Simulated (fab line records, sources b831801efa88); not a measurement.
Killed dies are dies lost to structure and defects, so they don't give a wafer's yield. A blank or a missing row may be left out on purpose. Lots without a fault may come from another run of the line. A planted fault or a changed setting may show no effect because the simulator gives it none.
fab line records | flow sky130
record lots=5 wafers=15 last_day=50
route steps=708 shown METAL3@561 VIA3@573 PAD_OPEN@708
lots that met no fault: from a run of the same line without faults
start_h: hours from the record's first day to the start of the lot's first wafer shown | wait_h: hours since the lot's step before | " the same as in the row above | L1.1+2: a row that stands for several wafers | - no value, or no start given | * or withheld: withheld | < > ~ a bound
route shown NAME@n: a module of which the file shows steps, and the number in the route of the first | usual: mean/standard deviation of fault-free wafers | same: alike in all rows | chamber/n: place in a boat | sites: the reading at each site | _std_site: their standard deviation | _edge_site: outer sites' mean less inner sites' | radius_mm: how far each site lies from the wafer's centre | mask NAME#n: copy n | behind: the tool/chamber that last shaped the wafer | hold: why the lot was held/for how many hours/how that ended | device: the transistor (n, p or np) that didn't switch | end of line: the same wafers' tests at the end of the route | a step without rows: its recipe alone | killed: dies lost to structure and defects at the first sort, not the wafer's yield | map: a wafer's dies, x killed, . not, _ none there
set.NAME: the setting as run; set.NAME@STEP: as run at that earlier step | model.NAME: the simulator's own value behind a step, which no gauge read
lots at some steps of the route; a table a step, a row a wafer
services: from which hour (start_h, from the record's first day; less than 0 if before it) a tool's chamber was out of use, for how many hours, and why
## steps
# step SKY_METAL3_PEB_11
# recipe peb_temp_c=withheld peb_time_s=withheld resist=KrF-thick
# step SKY_METAL3_DEVELOP_12
# recipe develop_time_s=60 resist=KrF-thick dev_temp_c=21
# step SKY_METAL3_CD_MEAS_13
# recipe target_cd_nm=300
# usual cd_nm=299.7/1.8
# columns lot.wafer tool chamber start_h wait_h cd_nm
L238.1 cd_sem-02 - 936.00 - 300.5
L238.2 " - " " 300.6
L238.6 " - " " 300.6
L248.1 cd_sem-01 - 999.80 - 300.6
L248.3 " - " " 302.7
L248.4 " - " " 303.4
L249.1 cd_sem-02 - 1003.98 - 300.2
L249.4 " - " " 300.2
L249.5 " - " " 298.7
L257.2 cd_sem-02 - 1049.35 - 301.8
L257.4 " - " " 301.4
L257.6 " - " " 299.5
L258.3 cd_sem-01 - 1061.34 - 303.2
L258.4 " - " " 303.3
L258.6 " - " " 302.6
# step SKY_METAL3_OVL_MEAS_14
# usual METAL3_OVL=-1/4.7
# columns lot.wafer tool chamber start_h wait_h METAL3_OVL[nm]
L238.1 overlay-02 - 936.12 0.1 1
L238.2 " - " " 5
L238.6 " - " " 6
L248.1 overlay-01 - 999.92 0.1 -2
L248.3 " - " " -1
L248.4 " - " " -5
L249.1 overlay-01 - 1004.10 0.1 5
L249.4 " - " " 0
L249.5 " - " " 8
L257.2 overlay-02 - 1049.46 0.1 1
L257.4 " - " " 5
L257.6 " - " " -5
L258.3 overlay-02 - 1061.44 0.1 -3
L258.4 " - " " -4
L258.6 " - " " -5
# step SKY_METAL3_DESCUM_15
# recipe chemistry=O2 source_power_w=150 bias_power_w=0 pressure_mtorr=10 temp_c=40 time_s=8
# usual drypump_motor_current_A=5.5/0.53 oes_product_au=0.995/0.01
# columns lot.wafer tool chamber start_h wait_h drypump_motor_current_A oes_product_au rf_hours_counter_h
L238.1 rie_metal-01 1 936.16 0.0 4.9 0.979 13
L238.2 " 0 " " 5.2 0.979 3
L238.6 " 0 " " 5.2 0.987 -
L248.1 rie_metal-01 1 999.96 0.0 5.0 0.994 17
L248.3 " 1 " " 5.0 0.987 -
L248.4 " 0 " " 5.2 0.991 -
L249.1 rie_metal-03 0 1004.14 0.0 5.6 1.011 13
L249.4 " 1 " " 6.5 0.989 -
L249.5 " 0 " " 5.6 1.003 -
L257.2 rie_metal-01 0 1049.49 0.0 5.3 0.988 9
L257.4 " 1 " " 4.9 1.001 -
L257.6 " 1 " " 5.0 0.990 -
L258.3 rie_metal-01 0 1061.47 0.0 5.3 0.986 -
L258.4 " 1 " " 5.0 0.999 -
L258.6 " 1 " " 5.0 0.996 -
# step SKY_METAL3_ETCH_16
# recipe chemistry=N2/H2 target=BARC ion_energy_ev=200 bias_w=100 pressure_mtorr=30 n2_flow_sccm=100 h2_flow_sccm=200 icp_w=500 stop_on=SiO2 time_s=88.2 target_depth_a=600
# usual drypump_motor_current_A=5.5/0.53 oes_product_au=0.626/0.005 throttle_valve_pct=13.206/0.0084
# columns lot.wafer tool chamber start_h wait_h drypump_motor_current_A oes_product_au rf_hours_counter_h throttle_valve_pct
L238.1 rie_metal-01 1 936.19 0.0 5.0 0.621 13 13.223
L238.2 " 0 " " 5.3 0.629 3 13.222
L238.6 " 0 " " 5.3 0.619 - 13.209
L248.1 rie_metal-01 1 999.99 0.0 5.0 0.628 17 13.204
L248.3 " 1 " " 5.0 0.629 - 13.204
L248.4 " 0 " " 5.3 0.612 - 13.215
L249.1 rie_metal-03 0 1004.17 0.0 5.6 0.627 13 13.208
L249.4 " 1 " " 6.4 0.623 - 13.217
L249.5 " 0 " " 5.6 0.628 - 13.191
L257.2 rie_metal-01 0 1049.52 0.0 5.3 0.624 9 13.203
L257.4 " 1 " " 5.0 0.628 - 13.204
L257.6 " 1 " " 5.0 0.626 - 13.209
L258.3 rie_metal-01 0 1061.52 0.0 5.3 0.638 - 13.214
L258.4 " 1 " " 5.0 0.616 - 13.203
L258.6 " 1 " " 5.0 0.627 - 13.195
# step SKY_METAL3_ETCH_17
# recipe target=SiO2 stop_on=TiN chemistry=C4F8/O2/Ar source_w=1500 bias_w=1200 pressure_mtorr=40 c4f8_flow_sccm=withheld O2_flow_sccm=6 Ar_flow_sccm=300 time_s=3.9 target_depth_a=150
# usual oes_product_au=0.755/0.0075
# columns lot.wafer tool chamber start_h wait_h oes_product_au rf_hours_counter_h
L238.1 rie_diel-04 0 936.29 0.1 0.749 18
L238.2 " 3 " " 0.763 9
L238.6 " 3 " " 0.759 -
L248.1 rie_diel-03 3 1000.09 0.1 0.755 12
L248.3 " 1 " " 0.753 1
L248.4 " 0 " " 0.761 10
L249.1 rie_diel-02 3 1004.27 0.1 0.750 25
L249.4 " 3 " " 0.755 -
L249.5 " 2 " " 0.765 -
L257.2 rie_diel-02 3 1049.62 0.1 0.750 28
L257.4 " 0 " " 0.770 -
L257.6 " 3 " " 0.756 -
L258.3 rie_diel-04 3 1061.59 0.0 0.742 12
L258.4 " 2 " " 0.759 12
L258.6 " 1 " " 0.761 -
# step SKY_METAL3_METAL_ETCH_18
# recipe target_depth_a=8450 stop_on=SiO2 over_etch_frac=0.3 time_s=183.1 chemistry=Cl2/BCl3 resist_sidewall_deg=88 pressure_mtorr=10 icp_w=900 bias_w=48.5 Cl2_flow_sccm=60 bcl3_flow_sccm=30
# usual drypump_motor_current_A=5.7/0.34 oes_product_au=0.865/0.007 throttle_valve_pct=22.265/0.0093
# columns lot.wafer tool chamber start_h wait_h drypump_motor_current_A oes_product_au rf_hours_counter_h throttle_valve_pct
L238.1 rie_metal-04 0 936.31 0.0 5.7 0.861 18 22.266
L238.2 " 1 " " 5.7 0.865 7 22.272
L238.6 " 1 " " 5.7 0.868 - 22.275
L248.1 rie_metal-03 0 1000.11 0.0 5.5 0.860 13 22.279
L248.3 " 0 " " 5.5 0.859 - 22.266
L248.4 " 1 " " 6.4 0.855 - 22.236
L249.1 rie_metal-01 1 1004.28 0.0 5.0 0.871 17 22.282
L249.4 " 1 " " 5.0 0.866 - 22.259
L249.5 " 0 " " 5.3 0.868 - 22.265
L257.2 rie_metal-03 1 1049.64 0.0 6.5 0.854 11 22.248
L257.4 " 0 " " 5.6 0.865 - 22.267
L257.6 " 1 " " 6.4 0.864 - 22.266
L258.3 rie_metal-03 0 1061.67 0.1 5.5 0.872 - 22.248
L258.4 " 1 " " 6.5 0.858 - 22.270
L258.6 " 0 " " 5.5 0.864 - 22.268
# step SKY_METAL3_STRIP_19
# recipe chemistry=O2/N2 power_w=1400 pressure_mtorr=1500 platen_temp_c=withheld o2_flow_sccm=3000 n2_flow_sccm=300 overash_fraction=0.5
# usual drypump_motor_current_A=5.9/0.37 oes_product_au=0.501/0.0059 strip_time_to_endpoint_s=6.50/0.099
# columns lot.wafer tool chamber start_h wait_h drypump_motor_current_A oes_product_au rf_hours_counter_h strip_time_to_endpoint_s
L238.1 plasma_asher-02 0 936.49 0.1 6.5 0.492 44 6.31
L238.2 " 1 " " 5.7 0.497 44 6.51
L238.6 " 0 " " 6.5 0.502 - 6.49
L248.1 plasma_asher-04 0 1000.29 0.1 5.7 0.500 121 6.45
L248.3 " 1 " " 6.0 0.497 - 6.44
L248.4 " 0 " " 5.7 0.507 - 6.62
L249.1 plasma_asher-03 0 1004.46 0.1 5.4 0.498 28 6.55
L249.4 " 0 " " 5.4 0.498 - 6.44
L249.5 " 1 " " 6.4 0.507 - 6.52
L257.2 plasma_asher-03 0 1049.81 0.1 5.4 0.504 32 6.69
L257.4 " 0 " " 5.4 0.499 - 6.50
L257.6 " 1 " " 6.4 0.507 - 6.59
L258.3 plasma_asher-03 1 1061.82 0.1 6.4 0.497 - 6.46
L258.4 " 0 " " 5.4 0.515 - 6.64
L258.6 " 0 " " 5.4 0.494 - 6.47
# step SKY_METAL3_STRIP_20
# recipe chemistry=post_etch_residue_remover time_s=1200 temp_c=72.5
# step SKY_METAL3_CLEAN_21
# recipe chemistry=IPA time_s=180 temp_c=25
# step SKY_METAL3_CLEAN_22
# recipe chemistry=O3/DIW dry=n2_spin
# step SKY_VIA3_HDPCVD_00
# recipe material=SiO2 target_thk_nm=1635 sigma_open_frac=0.3 time_s=272.5 temp_c=400 sih4_flow_sccm=60 pressure_mtorr=6
# usual run_length_s=300.3/0.53
# columns lot.wafer tool chamber start_h wait_h run_length_s model.SiO2_of_VIA3_HDPCVD_00.thk_nm
L238.1 hdpcvd-01 0 937.08 0.0 135.3 653.9
L238.2 " 2 " " 300.4 1642
L238.6 " 0 " " 299.5 1632
L248.1 hdpcvd-01 2 1000.88 0.0 300.7 1658
L248.3 " 1 " " 300.1 1647
L248.4 " 0 " " 299.4 1644
L249.1 hdpcvd-01 1 1005.06 0.0 300.0 1621
L249.4 " 1 " " 299.9 1640
L249.5 " 0 " " 300.0 1619
L257.2 hdpcvd-01 1 1050.88 0.0 300.2 1635
L257.4 " 0 " " 299.9 1649
L257.6 " 2 " " 300.8 1624
L258.3 hdpcvd-01 0 1062.42 0.0 299.7 1641
L258.4 " 1 " " 300.3 1644
L258.6 " 0 " " 299.6 1635
# step SKY_VIA3_THK_MEAS_01
# recipe reads=SiO2_of_VIA3_HDPCVD_00
# usual VIA3_HDPCVD_THK=1632/15
# columns lot.wafer tool chamber start_h wait_h VIA3_HDPCVD_THK[nm]
L238.1 film_metro-04 - 937.25 0.1 654
L238.2 " - " " 1643
L238.6 " - " " 1631
L248.1 film_metro-02 - 1001.05 0.1 1658
L248.3 " - " " 1647
L248.4 " - " " 1642
L249.1 film_metro-03 - 1005.23 0.1 1622
L249.4 " - " " 1641
L249.5 " - " " 1619
L257.2 film_metro-04 - 1051.06 0.1 1636
L257.4 " - " " 1649
L257.6 " - " " 1624
L258.3 film_metro-04 - 1062.61 0.1 1643
L258.4 " - " " 1643
L258.6 " - " " 1634
# step SKY_VIA3_CMP_02
# recipe material=SiO2 down_force_psi=4 platen_rpm=60 pad_velocity_m_s=0.94248
# step SKY_PAD_OPEN_PROBE_99
# usual defect_limited_yield=82.8/2.1 killed_at_M0_to_M3=43/7.7 killed_at_M4_up=3.1/1.7 killed_at_contacts=23/4.8 killed_at_front_end=15/4.5 killed_at_other=0.3/0.58 killed_dies=85/10 killed_open=46/7.5 killed_short=38/6.5
# same gross_dies=492 killed_at_back_side=0
# columns lot.wafer tool chamber start_h wait_h defect_limited_yield[%] killed_at_M0_to_M3 killed_at_M4_up killed_at_contacts killed_at_front_end killed_at_other killed_dies killed_open killed_short model.etest.tester.sort_n_pass model.etest.tester.sort_yield_pct model.etest.tester.sort_bin_3_pct model.etest.met4_comb.leak_log10_a_um model.etest.tester.sort_bin_8_pct model.etest.tester.sort_bin_4_pct
L238.1 prober-01 - 1105.97 0.1 83.7 41 2 29 8 0 80 45 35 228 46.34 38.21 -7.03 7.909e-06 6.597e-14
L238.2 prober-01 - 1106.02 0.1 84.6 40 2 23 11 0 76 42 33 416 84.55 0.4065 -11.87 0 0
L238.6 prober-01 - 1106.22 0.2 85.0 40 2 24 8 0 74 38 34 418 84.96 0.4065 -11.98 0 0
L248.1 prober-01 - 1157.75 0.1 80.9 54 2 23 15 0 94 47 47 398 80.89 0.2033 -11.91 0 0
L248.3 prober-01 - 1157.85 0.2 83.3 40 5 21 16 0 82 42 40 410 83.33 0.4065 -12.05 0 0
L248.4 prober-01 - 1157.90 0.2 82.9 48 4 17 15 0 84 50 34 408 82.93 0.813 -11.91 0 0
L249.1 prober-02 - 1159.29 0.1 78.7 51 2 24 28 0 105 57 48 387 78.66 0.813 -11.94 0 0
L249.4 prober-02 - 1159.44 0.2 81.9 49 1 23 16 0 89 52 37 403 81.91 0.6098 -12.07 0 0
L249.5 prober-02 - 1159.49 0.2 78.7 48 8 28 21 0 105 54 51 387 78.66 0.2033 -12.03 0 0
L257.2 prober-02 - 1193.67 0.1 82.9 41 6 29 8 0 84 52 32 408 82.93 1.22 -12.07 0 0
L257.4 prober-02 - 1193.77 0.2 80.7 36 5 33 21 0 95 46 49 397 80.69 1.22 -11.84 0 0
L257.6 prober-02 - 1193.87 0.2 80.1 59 6 22 10 1 98 53 44 394 80.08 1.22 -12.09 0 0
L258.3 prober-01 - 1199.30 0.2 85.0 39 2 22 11 0 74 32 38 418 84.96 1.626 -12 0 0
L258.4 prober-01 - 1199.35 0.2 83.5 34 3 28 15 1 81 47 31 411 83.54 1.22 -12.05 0 0
L258.6 prober-01 - 1199.45 0.2 81.7 42 1 27 20 0 90 54 34 402 81.71 0.4065 -12.17 0 0
# killed by level:class
L238.1 CONTACT:geometric_particle:open=9 VIA1:geometric_particle:open=8 CONTACT:geometric_particle:short=6 LI_CONTACT:geometric_particle:open=6 VIA3:geometric_particle:open=6 VIA2:geometric_particle:short=6 LOCAL_INTERCONNECT:geometric_particle:short=4 METAL1:geometric_particle:short=4
L238.2 CONTACT:geometric_particle:open=10 METAL2:geometric_particle:short=9 VIA3:geometric_particle:open=6 LI_CONTACT:geometric_particle:open=6 VIA2:geometric_particle:open=6 VIA1:geometric_particle:open=6 VIA1:geometric_particle:short=5 FIELD_ISO:geometric_particle:short=4
L238.6 VIA1:geometric_particle:open=16 LOCAL_INTERCONNECT:geometric_particle:short=7 LI_CONTACT:geometric_particle:open=6 LOCAL_INTERCONNECT:geometric_particle:open=4 METAL1:geometric_particle:short=4 VIA1:geometric_particle:short=4 VIA3:geometric_particle:open=3 LI_CONTACT:geometric_particle:short=3
L248.1 VIA1:geometric_particle:open=12 METAL1:geometric_particle:short=8 METAL2:geometric_particle:short=8 LI_CONTACT:geometric_particle:open=5 LOCAL_INTERCONNECT:geometric_particle:short=5 CONTACT:geometric_particle:open=5 METAL3:geometric_particle:short=5 VIA3:geometric_particle:open=5
L248.3 VIA1:geometric_particle:open=12 CONTACT:geometric_particle:open=6 METAL2:geometric_particle:short=6 VIA3:geometric_particle:open=6 LI_CONTACT:geometric_particle:open=5 LOCAL_INTERCONNECT:geometric_particle:short=5 FIELD_ISO:geometric_particle:open=4 POLY_GATE:geometric_particle:short=4
L248.4 VIA1:geometric_particle:open=15 CONTACT:geometric_particle:open=8 POLY_GATE:geometric_particle:open=5 LI_CONTACT:geometric_particle:open=5 METAL3:geometric_particle:short=5 METAL1:geometric_particle:short=5 METAL2:geometric_particle:short=5 FIELD_ISO:geometric_particle:open=4
L249.1 VIA1:geometric_particle:open=13 CONTACT:geometric_particle:open=11 POLY_GATE:geometric_particle:short=10 METAL1:geometric_particle:short=9 VIA3:geometric_particle:open=8 FIELD_ISO:geometric_particle:short=6 POLY_GATE:geometric_particle:open=6 VIA2:geometric_particle:open=6
L249.4 CONTACT:geometric_particle:open=8 VIA1:geometric_particle:short=8 VIA2:geometric_particle:open=8 VIA3:geometric_particle:open=8 POLY_GATE:geometric_particle:open=6 LI_CONTACT:geometric_particle:open=6 VIA1:geometric_particle:open=5 METAL2:geometric_particle:short=4
L249.5 VIA1:geometric_particle:open=10 LI_CONTACT:geometric_particle:open=10 CONTACT:geometric_particle:open=7 METAL1:geometric_particle:short=7 VIA2:geometric_particle:open=7 POLY_GATE:geometric_particle:short=6 METAL2:geometric_particle:short=6 POLY_GATE:geometric_particle:open=5
L257.2 LI_CONTACT:geometric_particle:open=14 CONTACT:geometric_particle:open=8 METAL2:geometric_particle:short=8 VIA2:geometric_particle:open=8 VIA1:geometric_particle:open=6 VIA3:geometric_particle:open=4 CONTACT:geometric_particle:short=4 METAL1:geometric_particle:short=4
L257.4 CONTACT:geometric_particle:short=10 LI_CONTACT:geometric_particle:open=9 METAL2:geometric_particle:short=9 VIA1:geometric_particle:open=7 FIELD_ISO:geometric_particle:short=6 CONTACT:geometric_particle:open=6 VIA2:geometric_particle:open=6 FIELD_ISO:geometric_particle:open=5
L257.6 VIA1:geometric_particle:open=13 CONTACT:geometric_particle:open=10 METAL2:geometric_particle:short=10 VIA2:geometric_particle:open=9 VIA3:geometric_particle:open=7 LI_CONTACT:geometric_particle:open=6 METAL4:geometric_particle:short=5 VIA2:geometric_particle:short=4
L258.3 VIA1:geometric_particle:open=10 METAL1:geometric_particle:short=8 LI_CONTACT:geometric_particle:open=6 METAL3:geometric_particle:short=5 CONTACT:geometric_particle:open=5 LOCAL_INTERCONNECT:geometric_particle:short=4 FIELD_ISO:geometric_particle:short=3 CONTACT:geometric_particle:short=3
L258.4 VIA1:geometric_particle:open=11 LI_CONTACT:geometric_particle:open=10 CONTACT:geometric_particle:open=9 METAL1:geometric_particle:short=6 LOCAL_INTERCONNECT:geometric_particle:short=5 FIELD_ISO:geometric_particle:open=4 FIELD_ISO:geometric_particle:short=3 VIA3:geometric_particle:short=3
L258.6 CONTACT:geometric_particle:open=11 VIA1:geometric_particle:open=10 FIELD_ISO:geometric_particle:open=8 LOCAL_INTERCONNECT:geometric_particle:short=6 METAL1:geometric_particle:short=6 VIA2:geometric_particle:open=6 FIELD_ISO:geometric_particle:short=5 CONTACT:geometric_particle:short=5
## services
# columns tool chamber start_h hours kind
rie_diel-04 2 913.41 15.3 repair
rie_diel-02 2 930.95 2.9 repair
rie_diel-04 2 931.10 8.4 repair
hdpcvd-01 - 932.03 2.8 pm
rie_diel-02 1 935.19 132.0 repair
plasma_asher-03 - 936.56 0.6 repair
hdpcvd-01 - 950.25 15.0 pm
hdpcvd-01 0 950.25 15.0 vent_cycle
hdpcvd-01 1 950.25 15.0 vent_cycle
hdpcvd-01 2 950.25 15.0 vent_cycle
rie_diel-04 - 961.83 2.8 pm
plasma_asher-03 - 966.15 0.8 repair
rie_diel-04 - 968.13 4.3 pm
rie_diel-02 3 975.59 6.5 repair
rie_metal-03 1 980.45 8.3 repair
rie_metal-03 - 983.64 14.6 pm
rie_metal-01 - 990.47 0.1 repair
rie_diel-02 - 998.64 4.3 pm
rie_metal-04 0 1001.31 3.9 repair
rie_diel-03 - 1002.20 2.8 pm
rie_diel-03 1 1008.56 5.7 repair
hdpcvd-01 2 1021.10 5.5 repair
rie_diel-03 3 1053.23 6.1 repair
plasma_asher-04 - 1055.25 9.0 pm
## key
first_sign step=SKY_VIA3_HDPCVD_00 reading=run_length_s direction=down sigmas=99+ usual=* struck=*
effect step=SKY_VIA3_THK_MEAS_01 reading=VIA3_HDPCVD_THK direction=down sigmas=64 usual=1632 struck=654
model_effect step=SKY_VIA3_HDPCVD_00 value=SiO2_of_VIA3_HDPCVD_00.thk_nm without=1641 struck=653.9
model_effect step=SKY_PAD_OPEN_PROBE_99 value=etest.tester.sort_n_pass without=412 struck=228
met_at SKY_VIA3_HDPCVD_00
struck_wafers L238.1
fault kind=process_parameter_drift tool=hdpcvd-01 chamber=- onset_h=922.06 steps=SKY_VIA3_HDPCVD_00 channel=time_s offset=* shape=step end_h=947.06 scope=struck_wafers_only acts_in=* stated=*
